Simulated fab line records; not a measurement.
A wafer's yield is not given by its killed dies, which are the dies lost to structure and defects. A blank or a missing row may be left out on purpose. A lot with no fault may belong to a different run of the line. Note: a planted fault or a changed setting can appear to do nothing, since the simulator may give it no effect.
Matching of chambers :: flow gf180mcu :: rie-diel-02 running GF_V1_ETCH_16: 4 sister chambers
The step etches BARC in N2/H2. 4 wafers are shown with their chamber, then 9 later ones without.

== WAFERS, EACH WITH ITS CHAMBER ==
wafer: L083.2
chamber: 1
drypump-motor-current-A (A): 5.6

wafer: L089.1
chamber: 0
drypump-motor-current-A (A): 5.7

wafer: L089.2
chamber: 2
drypump-motor-current-A (A): 5.8

wafer: L089.3
chamber: 3
drypump-motor-current-A (A): 5.2

== WAFERS WHOSE CHAMBER IS MISSING ==
wafer: L090.1
drypump-motor-current-A (A): 5.8

wafer: L090.4
drypump-motor-current-A (A): 5.6

wafer: L090.5
drypump-motor-current-A (A): 5.9

wafer: L094.1
drypump-motor-current-A (A): 5.6

wafer: L094.2
drypump-motor-current-A (A): 5.7

wafer: L094.3
drypump-motor-current-A (A): 5.2

wafer: L095.1
drypump-motor-current-A (A): 5.5

wafer: L095.3
drypump-motor-current-A (A): 5.2

wafer: L095.5
drypump-motor-current-A (A): 5.7

== WHICH CHAMBER EACH ONE RAN IN ==
wafer: L090.1
from the rows above: 2
in truth: 2

wafer: L090.4
from the rows above: 1
in truth: 1

wafer: L090.5
from the rows above: 2
in truth: 2

wafer: L094.1
from the rows above: 1
in truth: 1

wafer: L094.2
from the rows above: 0
in truth: 0

wafer: L094.3
from the rows above: 3
in truth: 3

wafer: L095.1
from the rows above: 1
in truth: 1

wafer: L095.3
from the rows above: 3
in truth: 3

wafer: L095.5
from the rows above: 0
in truth: 0
Correct placement for 9 of the 9. Can't be placed from these rows: 0. Placed wrongly: 0.
How it was worked out, from the rows above alone: a wafer's distance from a chamber is the root of the sum, over the readings, of the square of ((its reading less the chamber's mean) divided by the reading's scatter). The wafer belongs to the nearest chamber; if the next one is less than 2 further off, it can't be placed. A chamber's mean is the mean of its shown wafers. The scatter (one wafer shown for each chamber): square how far every hidden wafer sits from the nearest shown wafer, average those squares and take the square root.
